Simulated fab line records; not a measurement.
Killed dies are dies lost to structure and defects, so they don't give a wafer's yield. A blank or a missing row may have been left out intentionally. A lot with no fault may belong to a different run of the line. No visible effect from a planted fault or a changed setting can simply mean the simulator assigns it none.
A single fault, viewed from 2 desks / flow gf180mcu / only its own numbers are on each desk; what lay behind them is given at the end

## FOR THE TOOL OWNER'S DESK: litho track-01
The tool's own readings at GF_TOP_METAL_SOFTBAKE_10 (time 60 s): means of the sampled wafers that have a number, for each lot that ran on this tool. Marked OUT: a lot whose mean sits more than 4 standard deviations from the usual mean, which makes it out of limits; the brackets give that distance.
Columns: A = heater power total W at GF_TOP_METAL_SOFTBAKE_10, usual 56.59 W; B = plate temp C at GF_TOP_METAL_SOFTBAKE_10, usual 90.01 C; C = resist line temp C at GF_TOP_METAL_SOFTBAKE_10, usual 23.01 C
lot=L596; first seen here=day 29 10:47; A=56.59; B=90.00; C=22.95
lot=L601; first seen here=day 30 23:05; A=57.28 (+17) OUT; B=90.79 (+6.5) OUT; C=22.99
lot=L602; first seen here=day 31 05:35; A=57.26 (+16) OUT; B=90.89 (+7.4) OUT; C=23.08
This desk's verdict: out of limits on L601, L602, starting with L601 at day 30 23:05 (heater power total W at GF_TOP_METAL_SOFTBAKE_10). In limits: L596.

## FROM THE METROLOGY DESK
What the gauges read for every lot (on any tool): the sampled wafers with a number, averaged. Marked OUT: a lot whose mean sits more than 4 standard deviations from the usual mean, which makes it out of limits; the brackets give that distance.
Columns: A = MIM_ALCU_THK at GF_MIM_THK_MEAS_11, usual 210 nm
lot=L591; first seen here=day 24 13:38; A=211
lot=L592; first seen here=day 24 20:52; A=215
lot=L593; first seen here=day 25 05:17; A=214
lot=L594; first seen here=day 25 14:11; A=214
lot=L596; first seen here=day 26 10:13; A=206
lot=L601; first seen here=day 28 03:18; A=212
lot=L602; first seen here=day 28 09:56; A=211
lot=L603; first seen here=day 28 12:59; A=212
lot=L604; first seen here=day 29 02:13; A=211
lot=L605; first seen here=day 29 06:43; A=213
lot=L607; first seen here=day 29 20:57; A=209
lot=L611; first seen here=day 30 20:55; A=213
lot=L612; first seen here=day 31 00:49; A=208
lot=L614; first seen here=day 31 18:37; A=210
This desk's finding: nothing out of limits on any of the 14 lots.

## PUT TOGETHER
The tool owner's desk could have raised an alarm at day 30 23:05, on L601, L602.
The metrology desk saw nothing out of limits.
The metrology desk has L601, L602 on record, within its limits.
Every lot named ran GF_TOP_METAL_SOFTBAKE_10 on litho track-01.

## WHAT THE SIMULATOR HAD PUT IN
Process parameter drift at GF_TOP_METAL_SOFTBAKE_10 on litho track-01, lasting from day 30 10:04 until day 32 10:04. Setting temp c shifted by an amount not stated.
Shown lots that were struck: L601, L602.
Each desk's first reading out of limits, in hours after the fault started: the tool owner's desk, 13.
